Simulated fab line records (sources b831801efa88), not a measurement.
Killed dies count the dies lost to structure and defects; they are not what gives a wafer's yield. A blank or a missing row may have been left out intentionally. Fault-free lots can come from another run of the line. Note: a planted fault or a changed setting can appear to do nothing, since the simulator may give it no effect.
Struck lot and sound lot, side by side -- flow sky130 -- 32 steps out of a route of 708
Sound: these wafers, L236.2, L236.5, L236.6. The struck wafers were L227.2, L227.3, L227.5. The cause is named last.
At each step with rows: each side's tool, then ch and its chambers, then its first start. Under that, the readings that differ: sound wafers -- struck wafers -- difference of the means -- sigmas: that difference in standard deviations of wafers without a fault.
alike: readings with means less than 2 such deviations apart, plus words and numbers identical on both sides. not compared: withheld readings, readings lacking a value on some wafer, bounds such as >300 that could conceal the same value, and numbers that have no deviation in the record and whose values overlap.
A row with sigmas, a row that says differs or no value, or rows on one side alone: a step with any of these is where the two part. Non-overlapping numbers with no deviation appear without sigmas and do not part them. A reading missing from all wafers of one side parts the sides only when that side holds two or more wafers.

SKY_PWDE_OVL_MEAS_07:
  sound on overlay-02, day 8 00:32; struck on overlay-02, day 5 17:33
  alike: PWDE_OVL
next, for these wafers, 1 step has no rows: SKY_PWDE_IMPLANT_08.
SKY_PWDE_STRIP_09: strips in O2/N2.
  sound on plasmaAsher-03 ch 0,1, day 8 00:43; struck on plasmaAsher-02 ch 0,1, day 5 17:44
  alike: drypumpMotorCurrentA, oesProductAu, stripTimeToEndpointS
  not compared: rfHoursCounterH
SKY_PWDE_TW_MEAS_10:
  sound on filmMetro-03, day 8 00:50; struck on filmMetro-02, day 5 17:50
  alike: PWDE_TW
then, 7 steps without rows for these wafers: SKY_NWELL_DEHYDRATE_03 (time 60 s); SKY_NWELL_HMDS_04 (prime time 60 s); SKY_NWELL_COAT_05 (resist thk 3000 nm); SKY_NWELL_SOFTBAKE_06; SKY_NWELL_EXPOSE_07 (exposes mask NWM, target cd 840 nm); SKY_NWELL_PEB_08; SKY_NWELL_DEVELOP_09 (develop time 60 s).
SKY_NWELL_OVL_MEAS_10:
  sound on overlay-01, day 8 20:56; struck on overlay-01, day 6 11:14
  alike: NWELL_00_OVL
SKY_NWELL_IMPLANT_11:
  sound on implanter-01 ch 0, day 8 20:59; struck on implanter-04 ch 0, day 6 11:17
reading,sound,struck,difference,sigmas
doseIonsCm2,1.9005e+13 1.8997e+13 1.8984e+13,1.9738e+13 1.9743e+13 1.9739e+13,+7.4467e+11,+41
then, 2 steps without rows for these wafers: SKY_NWELL_IMPLANT_12; SKY_NWELL_IMPLANT_13.
SKY_NWELL_STRIP_14: strips in O2/N2.
  sound on plasmaAsher-02 ch 0,1, day 8 21:25; struck on plasmaAsher-01 ch 0, day 6 11:43
  alike: drypumpMotorCurrentA, oesProductAu, stripTimeToEndpointS
  not compared: rfHoursCounterH
SKY_NWELL_TW_MEAS_15:
  sound on filmMetro-02, day 8 21:32; struck on filmMetro-03, day 6 11:50
reading,sound,struck,difference,sigmas
NWELL_TW,1831 1819 1820,1850 1849 1847,+25,+3
then, 7 steps without rows for these wafers: SKY_NWELL_DEHYDRATE_16 (time 60 s); SKY_NWELL_HMDS_17 (prime time 60 s); SKY_NWELL_COAT_18 (resist thk 3000 nm); SKY_NWELL_SOFTBAKE_19; SKY_NWELL_EXPOSE_20 (exposes mask NWM COMPLEMENT, target cd 840 nm); SKY_NWELL_PEB_21; SKY_NWELL_DEVELOP_22 (develop time 60 s).
SKY_NWELL_OVL_MEAS_23:
  sound on overlay-02, day 9 19:32; struck on overlay-01, day 7 06:52
  alike: NWELL_01_OVL
next, for these wafers, 1 step has no rows: SKY_NWELL_IMPLANT_24.
SKY_NWELL_STRIP_25: strips in O2/N2.
  sound on plasmaAsher-01 ch 0,1, day 9 19:43; struck on plasmaAsher-01 ch 0,1, day 7 07:02
  alike: drypumpMotorCurrentA, oesProductAu, stripTimeToEndpointS
  not compared: rfHoursCounterH
SKY_NWELL_TW_MEAS_26:
  sound on filmMetro-02, day 9 19:50; struck on filmMetro-03, day 7 07:09
  alike: NWELL_2_TW
then, 1 step without rows for these wafers: SKY_NWELL_CLEAN_27 (cleans in SC1/SC2, time 150 s).
SKY_NWELL_RTA_28: time 30 s.
  sound on rtpAnneal-02 ch 0, day 9 19:56; struck on rtpAnneal-02 ch 0, day 7 07:17
  alike: lampPowerPct, wafer_temp_C_max
SKY_NWELL_RS_MEAS_29: measures by four-point-probe.
  sound on filmMetro-04, day 9 20:03; struck on filmMetro-04, day 7 07:23
reading,sound,struck,difference,sigmas
NWELL_RS (ohm/sq),625.2 626.8 624.0,612.8 612.2 613.8,-12.4,-7
next, for these wafers, 1 step has no rows: SKY_PAD_OPEN_PROBE_99.

## WHERE THEY PART
Earliest at SKY_NWELL_IMPLANT_11; latest, in this record, at SKY_NWELL_RS_MEAS_29.

WHY: whatever the simulator had introduced
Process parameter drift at SKY_NWELL_IMPLANT_11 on implanter-04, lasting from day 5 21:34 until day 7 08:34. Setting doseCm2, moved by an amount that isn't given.
